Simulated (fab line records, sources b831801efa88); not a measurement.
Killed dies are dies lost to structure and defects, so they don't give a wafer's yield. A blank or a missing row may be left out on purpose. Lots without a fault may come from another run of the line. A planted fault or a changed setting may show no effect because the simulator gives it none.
Which tool did it? | flow gf180mcu | 12 lots, 36 wafers sampled, at 3 steps of a route of 602

WHAT THE GAUGES READ, wafer by wafer
GF_M3_CD_MEAS_14: target cd 280 nm. Usual: cd_nm 280.2 nm, standard deviation 1.1.
lot  | measured     | on        | cd_nm (nm)        | flag
L217 | day 22 06:22 | cd_sem-02 | 282.1 281.5 281.2 |
L220 | day 23 09:06 | cd_sem-02 | 280.1 279.7 280.8 |
L222 | day 24 06:47 | cd_sem-02 | 280.8 280.2 280.9 |
L224 | day 24 17:05 | cd_sem-02 | 279.8 280.2 280.9 |
L225 | day 24 23:22 | cd_sem-01 | 281.4 281.3 281.1 |
L227 | day 25 13:58 | cd_sem-01 | 281.5 280.5 279.5 |
L232 | day 27 04:02 | cd_sem-02 | 281.1 280.2 281.1 |
L233 | day 27 09:31 | cd_sem-02 | 281.4 282.5 281.9 |
L235 | day 27 23:28 | cd_sem-01 | 279.2 279.5 278.7 |
L237 | day 28 16:05 | cd_sem-02 | 279.6 278.9 277.7 |
L238 | day 28 19:14 | cd_sem-02 | 279.3 280.6 279.7 |
L239 | day 29 02:07 | cd_sem-02 | 280.4 280.3 279.4 |

WHICH TOOL RAN EACH LOT (tool, then ch and the chambers of the sampled wafers, then the start)
lot  | GF_NSD_IMPLANT_10               | GF_NSD_STRIP_11
L217 | implanter-02 ch 0, day 14 01:59 | plasma_asher-02 ch 0,1, day 14 02:07
L220 | implanter-02 ch 0, day 15 03:35 | plasma_asher-03 ch 0,1, day 15 03:43
L222 | implanter-02 ch 0, day 15 21:36 | plasma_asher-03 ch 0,1, day 15 21:43
L224 | implanter-03 ch 0, day 16 09:57 | plasma_asher-04 ch 0,1, day 16 10:04
L225 | implanter-02 ch 0, day 16 15:22 | plasma_asher-02 ch 0, day 16 15:31
L227 | implanter-02 ch 0, day 17 08:07 | plasma_asher-02 ch 0,1, day 17 08:16
L232 | implanter-03 ch 0, day 19 02:15 | plasma_asher-02 ch 1, day 19 02:23
L233 | implanter-03 ch 0, day 19 10:46 | plasma_asher-02 ch 0,1, day 19 10:55
L235 | implanter-03 ch 0, day 20 03:46 | plasma_asher-03 ch 0,1, day 20 03:55
L237 | implanter-02 ch 0, day 20 22:53 | plasma_asher-02 ch 0,1, day 20 23:01
L238 | implanter-03 ch 0, day 21 03:45 | plasma_asher-04 ch 0,1, day 21 03:52
L239 | implanter-02 ch 0, day 21 12:10 | plasma_asher-03 ch 0,1, day 21 12:19
- GF_NSD_IMPLANT_10
- GF_NSD_STRIP_11: strips in O2/N2.

WHAT THE TOOLS THEMSELVES READ (means of the sampled wafers that have a number; where no wafer has one, the mark that the record gives instead)
GF_NSD_IMPLANT_10. Usual: beam_energy_keV 40.003, standard deviation 0.014; beam_on_s 10.00 s, standard deviation 0.2; tilt_deg 7.005 degrees, standard deviation 0.02.
lot  | tool         | beam_energy_keV | beam_on_s (s) | tilt_deg (degrees) | flag
L217 | implanter-02 | 40.026          | 10.07         | 7.030              |
L220 | implanter-02 | 40.003          | 10.08         | 6.988              |
L222 | implanter-02 | 40.024          | 10.01         | 7.004              |
L224 | implanter-03 | 39.997          | 9.86          | 6.981              |
L225 | implanter-02 | 43.080          | 9.86          | 7.024              | OFF
L227 | implanter-02 | 43.099          | 9.77          | 6.997              | OFF
L232 | implanter-03 | 40.005          | 10.06         | 7.000              |
L233 | implanter-03 | 40.020          | 9.92          | 7.000              |
L235 | implanter-03 | 40.013          | 10.04         | 7.023              |
L237 | implanter-02 | 39.996          | 10.01         | 7.013              |
L238 | implanter-03 | 40.006          | 10.03         | 6.991              |
L239 | implanter-02 | 40.006          | 10.00         | 6.998              |

GF_NSD_STRIP_11. Usual: drypump_motor_current_A 5.9 A, standard deviation 0.44; heater_power_w 305 W, standard deviation 30; oes_product_au 0.486 a.u., standard deviation 0.0044; strip_time_to_endpoint_s 22.87 s, standard deviation 0.034.
lot  | tool            | drypump_motor_current_A (A) | heater_power_w (W) | oes_product_au (a.u.) | strip_time_to_endpoint_s (s) | flag
L217 | plasma_asher-02 | 6.5                         | 308                | 0.486                 | 22.90                        |
L220 | plasma_asher-03 | 5.6                         | 292                | 0.485                 | 22.91                        |
L222 | plasma_asher-03 | 5.6                         | 282                | 0.482                 | 22.88                        |
L224 | plasma_asher-04 | 5.5                         | 310                | 0.486                 | 22.85                        |
L225 | plasma_asher-02 | 6.3                         | 353                | 0.487                 | 22.99                        | OFF
L227 | plasma_asher-02 | 6.4                         | 328                | 0.483                 | 23.02                        | OFF
L232 | plasma_asher-02 | 6.6                         | 282                | 0.485                 | 22.84                        |
L233 | plasma_asher-02 | 6.5                         | 308                | 0.486                 | 22.92                        |
L235 | plasma_asher-03 | 5.6                         | 290                | 0.487                 | 22.87                        |
L237 | plasma_asher-02 | 6.4                         | 328                | 0.488                 | 22.84                        |
L238 | plasma_asher-04 | 5.5                         | 310                | 0.488                 | 22.85                        |
L239 | plasma_asher-03 | 5.6                         | 282                | 0.484                 | 22.85                        |

THE ANSWER, worked out from the rows above alone
Rule: a lot is off if the mean of its wafers that have a number lies more than 3 standard deviations from the usual mean. A lot without any number at a reading at which 4 lots or more have one is off too. The other lots that the step has rows for count as sound. The gauges are gone through in route order, then the tools' own readings, and for those a lot's mean is taken as printed above. The first step at which some lot is off is used, and at that step the reading that is off furthest; a lot without a number counts as furthest.
Off: L225, L227, at GF_NSD_IMPLANT_10 (beam_energy_keV).
A tool fits if, at that step or a process step before it, it ran every lot that is off, and no sound lot after the first of them. None of those tried fits.

WHAT THE SIMULATOR HAD PUT IN
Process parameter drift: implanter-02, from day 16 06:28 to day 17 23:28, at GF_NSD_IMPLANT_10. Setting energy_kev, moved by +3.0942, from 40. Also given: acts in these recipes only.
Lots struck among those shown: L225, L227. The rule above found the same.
